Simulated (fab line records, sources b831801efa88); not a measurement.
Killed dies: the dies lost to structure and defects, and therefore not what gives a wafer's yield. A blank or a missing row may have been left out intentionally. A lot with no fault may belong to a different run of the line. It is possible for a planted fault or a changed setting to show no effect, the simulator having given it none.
fab line records    flow gf180mcu
record lots=14  wafers=42  lastDay=35
route steps=602 shown HV_LDD@226 PSD@252 CONTACT@292
lots untouched by any fault: they come from a run of this same line in which no faults occurred
startH: start of the lot's first displayed wafer, in hours after the record's first day    waitH: time in hours since the lot's previous step    " the same as in the row above    L1.1+2: a row that stands for several wafers    - no value present, or no start provided    * or withheld: withheld    < > ~ a bound
route shown NAME@n: NAME is a module with steps in the file, n the number in the route of the first one    usual: mean and standard deviation over wafers with no fault    same: alike in all rows    chamber/n: place in a boat    sites: per-site readings    _std_site: the values' standard deviation    _edge_site: inner sites' mean taken away from outer sites' mean    radiusMm: how far each site lies from the wafer's centre    mask NAME#n: copy n    behind: the tool/chamber that last shaped the wafer    hold: why the lot went on hold/how many hours it stayed there/how the hold came to an end    device: transistor that didn't switch, given as n, p or np    end of line: the tests these same wafers got at the end of their route    where a step has no rows: the recipe by itself    killed: count of dies lost to structure and defects at first sort (not the wafer's yield)    map: shows each die of a wafer: x if killed, . if not, _ if none is there
set.NAME: the run value of the setting; set.NAME@STEP: its run value at that earlier step    model.NAME: the simulator's own value behind a step, which no gauge read
one table for each step of the route and one row for each wafer, over a sample of lots
services: the hour from which a tool's chamber was out of use, counted from the record's first day as startH (under 0 if before that day), plus the number of hours and why
## steps
# step GF_HV_LDD_TW_MEAS_50
# usual HV_LDD_4_TW=569/4
lot.wafer  tool          chamber  startH  waitH  HV_LDD_4_TW
L288.3     filmMetro-02  -        286.38  0.1    561
L288.4     "             -        "       "      565
L288.6     "             -        "       "      562
L289.2     filmMetro-02  -        296.10  0.1    566
L289.3     "             -        "       "      563
L289.5     "             -        "       "      568
L290.2     filmMetro-02  -        298.08  0.1    568
L290.4     "             -        "       "      569
L290.5     "             -        "       "      568
L291.2     filmMetro-04  -        306.58  0.1    570
L291.4     "             -        "       "      571
L291.5     "             -        "       "      571
L293.2     filmMetro-01  -        328.35  0.1    565
L293.3     "             -        "       "      567
L293.5     "             -        "       "      565
L294.2     filmMetro-01  -        334.63  0.1    564
L294.3     "             -        "       "      567
L294.4     "             -        "       "      564
L296.1     filmMetro-01  -        347.69  0.1    571
L296.5     "             -        "       "      571
L296.6     "             -        "       "      570
L295.1     filmMetro-04  -        348.96  0.1    570
L295.2     "             -        "       "      573
L295.6     "             -        "       "      567
L297.1     filmMetro-04  -        355.92  0.1    571
L297.4     "             -        "       "      570
L297.6     "             -        "       "      571
L298.1     filmMetro-02  -        361.54  0.1    563
L298.3     "             -        "       "      560
L298.6     "             -        "       "      562
L299.1     filmMetro-01  -        368.11  0.1    568
L299.2     "             -        "       "      569
L299.4     "             -        "       "      568
L306.3     filmMetro-02  -        429.34  0.1    568
L306.4     "             -        "       "      571
L306.5     "             -        "       "      569
L308.1     filmMetro-02  -        445.61  0.1    565
L308.2     "             -        "       "      563
L308.3     "             -        "       "      562
L310.1     filmMetro-02  -        464.54  0.1    567
L310.4     "             -        "       "      565
L310.6     "             -        "       "      565
# step GF_HV_LDD_THK_MEAS_55
# recipe reads=SiO2_of_HV_LDD_CVD_54
# usual HV_LDD_CVD_54_THK=9.96/0.15
lot.wafer  tool          chamber  startH  waitH  HV_LDD_CVD_54_THK[nm]
L288.3     filmMetro-01  -        287.70  0.0    9.77
L288.4     "             -        "       "      9.71
L288.6     "             -        "       "      9.78
L289.2     filmMetro-02  -        297.42  0.0    9.89
L289.3     "             -        "       "      9.96
L289.5     "             -        "       "      9.98
L290.2     filmMetro-01  -        299.71  0.0    9.65
L290.4     "             -        "       "      9.73
L290.5     "             -        "       "      9.68
L291.2     filmMetro-01  -        307.90  0.0    9.75
L291.4     "             -        "       "      9.79
L291.5     "             -        "       "      9.75
L293.2     filmMetro-04  -        329.67  0.0    10.21
L293.3     "             -        "       "      10.01
L293.5     "             -        "       "      10.04
L294.2     filmMetro-01  -        335.95  0.0    10.05
L294.3     "             -        "       "      10.03
L294.4     "             -        "       "      10.16
L296.1     filmMetro-01  -        349.01  0.0    9.97
L296.5     "             -        "       "      9.99
L296.6     "             -        "       "      9.93
L295.1     filmMetro-04  -        350.91  0.0    9.93
L295.2     "             -        "       "      10.04
L295.6     "             -        "       "      10.10
L297.1     filmMetro-01  -        357.29  0.1    9.91
L297.4     "             -        "       "      10.08
L297.6     "             -        "       "      10.16
L298.1     filmMetro-01  -        362.86  0.0    9.66
L298.3     "             -        "       "      9.76
L298.6     "             -        "       "      9.80
L299.1     filmMetro-04  -        370.71  0.0    9.72
L299.2     "             -        "       "      9.81
L299.4     "             -        "       "      9.70
L306.3     filmMetro-01  -        430.66  0.0    10.02
L306.4     "             -        "       "      10.11
L306.5     "             -        "       "      10.02
L308.1     filmMetro-04  -        446.92  0.0    10.06
L308.2     "             -        "       "      10.11
L308.3     "             -        "       "      9.99
L310.1     filmMetro-04  -        465.85  0.0    10.00
L310.4     "             -        "       "      10.02
L310.6     "             -        "       "      9.98
# step GF_PSD_EXPOSE_04
# recipe maskId=Pplus  targetCdNm=400  na=0.6  sourceShape=conventional  sigmaOuter=0.6  doseMj=140
# usual exposureDoseMJCm2=139.15/0.17
lot.wafer  tool             chamber  startH  waitH  mask     exposureDoseMJCm2
L288.3     ilineStepper-01  0        321.23  -      Pplus#0  139.20
L288.4     "                0        "       "      Pplus#0  139.23
L288.6     "                0        "       "      Pplus#0  139.22
L289.2     ilineStepper-02  0        331.65  -      Pplus#0  139.23
L289.3     "                0        "       "      Pplus#0  139.45
L289.5     "                0        "       "      Pplus#0  139.31
L290.2     ilineStepper-01  0        333.34  -      Pplus#0  139.46
L290.4     "                0        "       "      Pplus#0  139.26
L290.5     "                0        "       "      Pplus#0  139.21
L291.2     ilineStepper-02  0        342.39  -      Pplus#0  139.16
L291.4     "                0        "       "      Pplus#0  139.32
L291.5     "                0        "       "      Pplus#0  139.20
L293.2     ilineStepper-01  0        365.27  -      Pplus#0  139.34
L293.3     "                0        "       "      Pplus#0  139.28
L293.5     "                0        "       "      Pplus#0  139.24
L294.2     ilineStepper-01  0        371.13  -      Pplus#0  139.39
L294.3     "                0        "       "      Pplus#0  139.33
L294.4     "                0        "       "      Pplus#0  139.44
L296.1     ilineStepper-01  0        385.01  -      Pplus#0  146.77
L296.5     "                0        "       "      Pplus#0  146.74
L296.6     "                0        "       "      Pplus#0  146.72
L295.1     ilineStepper-01  0        386.09  -      Pplus#0  147.17
L295.2     "                0        "       "      Pplus#0  146.85
L295.6     "                0        "       "      Pplus#0  146.99
L297.1     ilineStepper-01  0        393.85  -      Pplus#0  146.89
L297.4     "                0        "       "      Pplus#0  146.65
L297.6     "                0        "       "      Pplus#0  146.78
L298.1     ilineStepper-01  0        399.41  -      Pplus#0  143.93
L298.3     "                0        "       "      Pplus#0  144.04
L298.6     "                0        "       "      Pplus#0  143.93
L299.1     ilineStepper-02  0        407.69  -      Pplus#0  139.13
L299.2     "                0        "       "      Pplus#0  138.95
L299.4     "                0        "       "      Pplus#0  139.01
L306.3     ilineStepper-02  0        469.63  -      Pplus#0  139.08
L306.4     "                0        "       "      Pplus#0  138.84
L306.5     "                0        "       "      Pplus#0  139.04
L308.1     ilineStepper-02  0        486.32  -      Pplus#0  139.01
L308.2     "                0        "       "      Pplus#0  139.17
L308.3     "                0        "       "      Pplus#0  139.04
L310.1     ilineStepper-02  0        505.07  -      Pplus#0  138.97
L310.4     "                0        "       "      Pplus#0  139.13
L310.6     "                0        "       "      Pplus#0  139.10
# step GF_PSD_CD_MEAS_07
# recipe targetCdNm=400
# usual cdNm=399.5/2.3
lot.wafer  tool      chamber  startH  waitH  cdNm
L288.3     cdSem-01  -        332.01  0.2    405.2
L288.4     "         -        "       "      405.0
L288.6     "         -        "       "      405.1
L289.2     cdSem-01  -        342.29  0.1    399.0
L289.3     "         -        "       "      398.3
L289.5     "         -        "       "      399.7
L290.2     cdSem-02  -        343.82  0.1    398.1
L290.4     "         -        "       "      400.0
L290.5     "         -        "       "      397.9
L291.2     cdSem-02  -        353.41  0.1    400.6
L291.4     "         -        "       "      400.6
L291.5     "         -        "       "      399.8
L293.2     cdSem-01  -        376.86  0.1    400.6
L293.3     "         -        "       "      398.4
L293.5     "         -        "       "      400.6
L294.2     cdSem-01  -        382.48  0.1    400.3
L294.3     "         -        "       "      400.2
L294.4     "         -        "       "      398.8
L296.1     cdSem-02  -        396.45  0.1    412.7
L296.5     "         -        "       "      415.0
L296.6     "         -        "       "      413.5
L295.1     cdSem-01  -        397.59  0.1    411.4
L295.2     "         -        "       "      411.1
L295.6     "         -        "       "      412.0
L297.1     cdSem-01  -        405.25  0.1    412.3
L297.4     "         -        "       "      412.6
L297.6     "         -        "       "      414.3
L298.1     cdSem-01  -        411.30  0.1    410.3
L298.3     "         -        "       "      410.5
L298.6     "         -        "       "      410.3
L299.1     cdSem-02  -        418.96  0.1    399.7
L299.2     "         -        "       "      398.8
L299.4     "         -        "       "      397.0
L306.3     cdSem-01  -        482.03  0.1    398.6
L306.4     "         -        "       "      395.3
L306.5     "         -        "       "      396.2
L308.1     cdSem-01  -        498.09  0.1    398.6
L308.2     "         -        "       "      395.0
L308.3     "         -        "       "      396.8
L310.1     cdSem-02  -        516.16  0.1    399.8
L310.4     "         -        "       "      403.1
L310.6     "         -        "       "      401.4
# step GF_CONTACT_BOW_MEAS_05
# recipe mode=bow
# usual CONTACT_BOW=65/6.6
lot.wafer  tool          chamber  startH  waitH  CONTACT_BOW[um]
L288.3     filmMetro-04  -        356.44  0.2    65
L288.4     "             -        "       "      60
L288.6     "             -        "       "      69
L289.2     filmMetro-01  -        367.00  0.3    69
L289.3     "             -        "       "      64
L289.5     "             -        "       "      59
L290.2     filmMetro-04  -        368.35  0.1    62
L290.4     "             -        "       "      69
L290.5     "             -        "       "      61
L291.2     filmMetro-04  -        378.67  0.2    74
L291.4     "             -        "       "      69
L291.5     "             -        "       "      66
L293.2     filmMetro-02  -        403.22  0.3    62
L293.3     "             -        "       "      69
L293.5     "             -        "       "      76
L294.2     filmMetro-02  -        409.19  0.3    71
L294.3     "             -        "       "      62
L294.4     "             -        "       "      71
L296.1     filmMetro-02  -        422.59  0.2    73
L296.5     "             -        "       "      65
L296.6     "             -        "       "      65
L295.1     filmMetro-02  -        424.14  0.1    69
L295.2     "             -        "       "      61
L295.6     "             -        "       "      73
L297.1     filmMetro-02  -        431.92  0.2    64
L297.4     "             -        "       "      49
L297.6     "             -        "       "      48
L298.1     filmMetro-01  -        438.35  0.1    66
L298.3     "             -        "       "      65
L298.6     "             -        "       "      59
L299.1     filmMetro-01  -        445.60  0.1    78
L299.2     "             -        "       "      68
L299.4     "             -        "       "      67
L306.3     filmMetro-02  -        508.09  0.2    62
L306.4     "             -        "       "      77
L306.5     "             -        "       "      59
L308.1     filmMetro-04  -        524.86  0.2    54
L308.2     "             -        "       "      69
L308.3     "             -        "       "      78
L310.1     filmMetro-01  -        541.70  0.1    60
L310.4     "             -        "       "      69
L310.6     "             -        "       "      67
## services
tool             chamber  startH  hours  kind
ilineStepper-02  -        349.18  4.8    repair
ilineStepper-02  0        355.05  -      calibration
ilineStepper-02  -        357.04  1.7    pm
ilineStepper-01  0        366.26  -      calibration
ilineStepper-02  -        450.26  8.9    pm
ilineStepper-01  -        459.22  1.7    pm
ilineStepper-02  -        476.88  1.4    repair
## key
firstSign step=GF_PSD_EXPOSE_04  reading=exposureDoseMJCm2  direction=up  sigmas=41  usual=139.15  struck=146.12
effect step=GF_PSD_CD_MEAS_07  reading=cdNm  direction=up  sigmas=5.5  usual=399.5  struck=412.2  through=controlLoop
metAt GF_PSD_EXPOSE_04
struckLots L295,L296,L297,L298
testerLeftOut L295,L296,L297,L298
loopTrim step=GF_PSD_EXPOSE_04  setting=dose  lots=L298
notActingAt GF_HV_LDD_TW_MEAS_50,GF_HV_LDD_THK_MEAS_55,GF_CONTACT_BOW_MEAS_05
onsetBetween 371.13 385.01
fault kind=processParameterDrift  tool=ilineStepper-01  chamber=-  onsetH=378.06  steps=GF_PSD_EXPOSE_04  channel=doseMj  offset=7.615  shape=step  actsIn=theseRecipesOnly  stated=140
# testerLeftOut: of these lots the tester's yield and bins aren't shown, on N5 and GAA mostly nor the transistor test; their killed dies are dies lost to structure and defects alone, not to doping, threshold or leakage, so they don't give the yield
# loopTrim: a control loop set the setting to another value than it would have without faults
